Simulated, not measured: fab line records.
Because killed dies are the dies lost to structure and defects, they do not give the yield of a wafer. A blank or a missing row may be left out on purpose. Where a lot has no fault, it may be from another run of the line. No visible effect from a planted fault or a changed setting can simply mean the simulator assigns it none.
Which tool was responsible? :: flow sky130 :: 11 lots with 33 wafers sampled at 3 steps, on a route of 708 steps

## WHAT EACH GAUGE READ, for each wafer
SKY_PASSIVATION_THK_MEAS_03.
lot: L851
measured: day 43 13:20
on: filmMetro-02
PASSIVATION_CVD_02_THK (nm): 534 545 539

lot: L852
measured: day 43 15:05
on: filmMetro-01
PASSIVATION_CVD_02_THK (nm): 526 538 533

lot: L862
measured: day 47 04:10
on: filmMetro-03
PASSIVATION_CVD_02_THK (nm): 889 902 894

lot: L861
measured: day 47 05:37
on: filmMetro-02
PASSIVATION_CVD_02_THK (nm): 890 909 907

lot: L863
measured: day 47 11:04
on: filmMetro-03
PASSIVATION_CVD_02_THK (nm): 544 539 548

lot: L867
measured: day 48 01:05
on: filmMetro-02
PASSIVATION_CVD_02_THK (nm): 530 541 542

lot: L870
measured: day 48 12:23
on: filmMetro-02
PASSIVATION_CVD_02_THK (nm): 532 543 534

lot: L869
measured: day 48 13:30
on: filmMetro-03
PASSIVATION_CVD_02_THK (nm): 527 520 542

lot: L872
measured: day 49 00:07
on: filmMetro-01
PASSIVATION_CVD_02_THK (nm): 537 533 547

lot: L873
measured: day 49 02:56
on: filmMetro-01
PASSIVATION_CVD_02_THK (nm): 534 535 533

lot: L874
measured: day 49 08:16
on: filmMetro-02
PASSIVATION_CVD_02_THK (nm): 542 537 542

## WHICH TOOL RAN EACH LOT (tool, then ch and the chambers of the sampled wafers, then the start)
lot: L851
SKY_VIA4_SPUTTER_17: pvdSputter-03, day 42 11:58
SKY_PASSIVATION_CVD_02: pecvd-04 ch 0,2, day 43 13:00

lot: L852
SKY_VIA4_SPUTTER_17: pvdSputter-04, day 42 14:19
SKY_PASSIVATION_CVD_02: pecvd-04 ch 0,2, day 43 14:45

lot: L862
SKY_VIA4_SPUTTER_17: pvdSputter-04, day 46 05:14
SKY_PASSIVATION_CVD_02: pecvd-03 ch 0,1,2, day 47 03:56

lot: L861
SKY_VIA4_SPUTTER_17: pvdSputter-02, day 46 07:19
SKY_PASSIVATION_CVD_02: pecvd-03 ch 1,2, day 47 05:23

lot: L863
SKY_VIA4_SPUTTER_17: pvdSputter-04, day 46 14:46
SKY_PASSIVATION_CVD_02: pecvd-02 ch 0,1, day 47 10:43

lot: L867
SKY_VIA4_SPUTTER_17: pvdSputter-04, day 47 04:16
SKY_PASSIVATION_CVD_02: pecvd-02 ch 0,1,2, day 48 00:51

lot: L870
SKY_VIA4_SPUTTER_17: pvdSputter-03, day 47 12:25
SKY_PASSIVATION_CVD_02: pecvd-04 ch 0,2, day 48 12:08

lot: L869
SKY_VIA4_SPUTTER_17: pvdSputter-02, day 47 16:36
SKY_PASSIVATION_CVD_02: pecvd-04 ch 0,1, day 48 13:16

lot: L872
SKY_VIA4_SPUTTER_17: pvdSputter-04, day 48 03:46
SKY_PASSIVATION_CVD_02: pecvd-02 ch 1,2, day 48 23:53

lot: L873
SKY_VIA4_SPUTTER_17: pvdSputter-03, day 48 06:22
SKY_PASSIVATION_CVD_02: pecvd-04 ch 0,1,2, day 49 02:42

lot: L874
SKY_VIA4_SPUTTER_17: pvdSputter-03, day 48 11:55
SKY_PASSIVATION_CVD_02: pecvd-02 ch 0,1,2, day 49 08:02
- SKY_VIA4_SPUTTER_17: material TiN, target thk 20 nm, time 80 s.
- SKY_PASSIVATION_CVD_02: deposits Si3N4, target thk 540 nm.

## WHAT THE TOOLS THEMSELVES READ (means of the sampled wafers that have a number; where no wafer has one, the mark that the record gives instead)
SKY_VIA4_SPUTTER_17.
lot: L851
tool: pvdSputter-03
throttleValvePct (%): 28.8

lot: L852
tool: pvdSputter-04
throttleValvePct (%): 28.5

lot: L862
tool: pvdSputter-04
throttleValvePct (%): 29.3

lot: L861
tool: pvdSputter-02
throttleValvePct (%): 30.1

lot: L863
tool: pvdSputter-04
throttleValvePct (%): 29.2

lot: L867
tool: pvdSputter-04
throttleValvePct (%): 29.9

lot: L870
tool: pvdSputter-03
throttleValvePct (%): 29.4

lot: L869
tool: pvdSputter-02
throttleValvePct (%): 30.2

lot: L872
tool: pvdSputter-04
throttleValvePct (%): 29.1

lot: L873
tool: pvdSputter-03
throttleValvePct (%): 28.9

lot: L874
tool: pvdSputter-03
throttleValvePct (%): 28.7

SKY_PASSIVATION_CVD_02.
lot: L851
tool: pecvd-04
heaterPowerW (W): 769

lot: L852
tool: pecvd-04
heaterPowerW (W): 830

lot: L862
tool: pecvd-03
heaterPowerW (W): 717

lot: L861
tool: pecvd-03
heaterPowerW (W): 698

lot: L863
tool: pecvd-02
heaterPowerW (W): 708

lot: L867
tool: pecvd-02
heaterPowerW (W): 754

lot: L870
tool: pecvd-04
heaterPowerW (W): 786

lot: L869
tool: pecvd-04
heaterPowerW (W): 761

lot: L872
tool: pecvd-02
heaterPowerW (W): 707

lot: L873
tool: pecvd-04
heaterPowerW (W): 743

lot: L874
tool: pecvd-02
heaterPowerW (W): 743

## THE ANSWER, worked out from the rows above alone
Rule: the lots themselves supply what counts as usual. Put in order of their means at a reading, lots are off if they are a third of the lots or fewer, leave a main group of 4 or more, and stand apart from it by a gap of 3 or more times the standard deviation of the main group's means; of several such gaps the widest counts. A main group whose means are all the same, to the digits that the tables above print for the reading, isn't used. A lot without any number at a reading at which 4 lots or more have one is off too. Any other lot the step has rows for is counted as sound. Order of review: gauges by route order, followed by the tools' own readings, for which a lot's mean as printed above is used. The first step at which some lot is off is used, and at that step the reading that is off furthest; a lot without a number counts as furthest.
Off: L862, L861, seen at SKY_PASSIVATION_THK_MEAS_03 (PASSIVATION_CVD_02_THK). For the main group the mean is 537 nm and the standard deviation 4.1.
A tool fits if, at a process step before that reading, it ran every lot that is off, and no sound lot after the first of them. Those tools and the gauges at SKY_PASSIVATION_THK_MEAS_03 are tried in the same way. One candidate fits, namely pecvd-03 at SKY_PASSIVATION_CVD_02. It ran no sound lot before its first lot that is off in this sample, so the start can't be narrowed down.

## WHAT WAS PUT IN BY THE SIMULATOR
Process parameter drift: pecvd-03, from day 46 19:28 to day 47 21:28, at SKY_PASSIVATION_CVD_02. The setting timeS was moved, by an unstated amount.
Lots struck among those shown: L862, L861. The rule above found the same.
